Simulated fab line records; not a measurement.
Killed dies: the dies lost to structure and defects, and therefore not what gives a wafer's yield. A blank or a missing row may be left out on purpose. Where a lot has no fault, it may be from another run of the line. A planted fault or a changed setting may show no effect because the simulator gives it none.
Comparing a struck lot with a sound one / flow sfq-line / 15 out of 325 route steps
Sound: these wafers, L768.1, L768.5, L768.6. Struck: wafers L759.3, L759.5, L759.6. The cause is given at the end.
Per side, at each step with rows, come the tool, then ch with its chambers, and then its first start. Under that, the readings that differ: sound wafers / struck wafers / difference of the means / sigmas: that difference in standard deviations of wafers without a fault.
alike: readings with means less than 2 such deviations apart, plus words and numbers identical on both sides. not compared: withheld readings, readings lacking a value on some wafer, bounds such as >300 that could conceal the same value, and numbers that have no deviation in the record and whose values overlap.
The two part at a step that has a row with sigmas, a row that says differs or no value, or rows on one side only. Non-overlapping numbers with no deviation appear without sigmas and do not part them. Lack of a reading on every wafer of one side parts them only where that side has two or more wafers.

first, 1 step without rows for these wafers: SFQ_TRILAYER_M4_STRIP_SOLV_CLEAN_098 (cleans in NMP, time 600 s).
SFQ_TRILAYER_I4_DEP_PECVD_099: deposits SiO2 from SiH4/N2O, time 111.11 s, target thk 500 nm.
  sound on pecvd-03 ch 1,2, day 51 11:53; struck on pecvd-02 ch 0,1,2, day 49 00:10
  alike: heater-power-w, throttle-valve-pct
SFQ_TRILAYER_I4_CMP_CMP_100: polishes SiO2.
  sound on cmp-02 ch 0,1,2, day 51 12:57; struck on cmp-01 ch 1,2,3, day 49 02:11
  alike: motor-current-A, time-to-endpoint-s
SFQ_I4_BOW_MEAS_927:
  sound on film-metro-04 at day 51 14:57; struck on film-metro-02 at day 49 04:13
  alike: I4_BOW
SFQ_TRILAYER_I4_METRO_MEASURE_101:
  sound on film-metro-04 at day 51 15:04; struck on film-metro-02 at day 49 04:42
  alike: thk-nm
then, 6 steps without rows for these wafers: SFQ_TRILAYER_I4_VIA_LITHO_COAT_108 (resist thk 62 nm); SFQ_TRILAYER_I4_VIA_LITHO_COAT_103 (resist thk 650 nm); SFQ_TRILAYER_I4_VIA_LITHO_SOFTBAKE_107; SFQ_TRILAYER_I4_VIA_LITHO_EXPOSE_104 (exposes mask I4, target cd 700 nm); SFQ_TRILAYER_I4_VIA_LITHO_PEB_106 (peb time 60 s); SFQ_TRILAYER_I4_VIA_LITHO_DEVELOP_105 (time 60 s).
-- the record jumps here: 5 days lie between the struck wafers' starts before and after --
SFQ_I4_OVL_MEAS_928:
  sound on overlay-01 at day 57 07:19; struck on overlay-02 at day 54 08:30
  alike: I4_OVL
SFQ_TRILAYER_I4_VIA_BARC_OPEN_VIA_ETCH_146: etches BARC in O2, target depth 125 nm, time 41.7 s.
  sound on rie-diel-03 ch 2,3, day 57 07:22; struck on rie-diel-02 ch 1,2, day 54 08:31
reading=rf-fwd-power-W (W); sound=497.0 495.4 496.6; struck=695.0 695.6 696.6; difference=+199.4; sigmas=+99 or more
reading=model.KrF_of_TRILAYER_I4_VIA_LITHO_COAT_103.thk-nm (nm); sound=575.8 573.8 570.8; struck=557.6 556.2 556.5; difference=-16.7; sigmas=
  alike: drypump-motor-current-A, oes-product-au
  not compared: rf-hours-counter-h
SFQ_TRILAYER_I4_VIA_ETCH_VIA_ETCH_106: etches SiO2 in CHF3, stops on Nb, target depth 260 nm.
  sound on rie-diel-03 ch 2,3, day 57 07:24; struck on rie-diel-02 ch 1,2, day 54 08:34
reading=model.KrF_of_TRILAYER_I4_VIA_LITHO_COAT_103.thk-nm (nm); sound=531.5 529.8 526.2; struck=513.4 511.7 512.5; difference=-16.6; sigmas=
  alike: drypump-motor-current-A, oes-product-au, rf-fwd-power-W
SFQ_TRILAYER_I4_VIA_STRIP_STRIP_107: strips in O2.
  sound on rie-metal-04 ch 0,1, day 57 07:31; struck on rie-metal-01 ch 0,1, day 54 08:53
  alike: drypump-motor-current-A, oes-product-au
  not compared: rf-hours-counter-h

## WHERE THEY PART
Within this record, at SFQ_TRILAYER_I4_VIA_BARC_OPEN_VIA_ETCH_146 only. Later steps at which nothing parts them and some readings are alike: SFQ_TRILAYER_I4_VIA_ETCH_VIA_ETCH_106, SFQ_TRILAYER_I4_VIA_STRIP_STRIP_107.

WHY: the cause the simulator had injected
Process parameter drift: rie-diel-02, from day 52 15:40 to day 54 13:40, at SFQ_TRILAYER_I4_VIA_BARC_OPEN_VIA_ETCH_146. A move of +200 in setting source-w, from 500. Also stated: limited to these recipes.
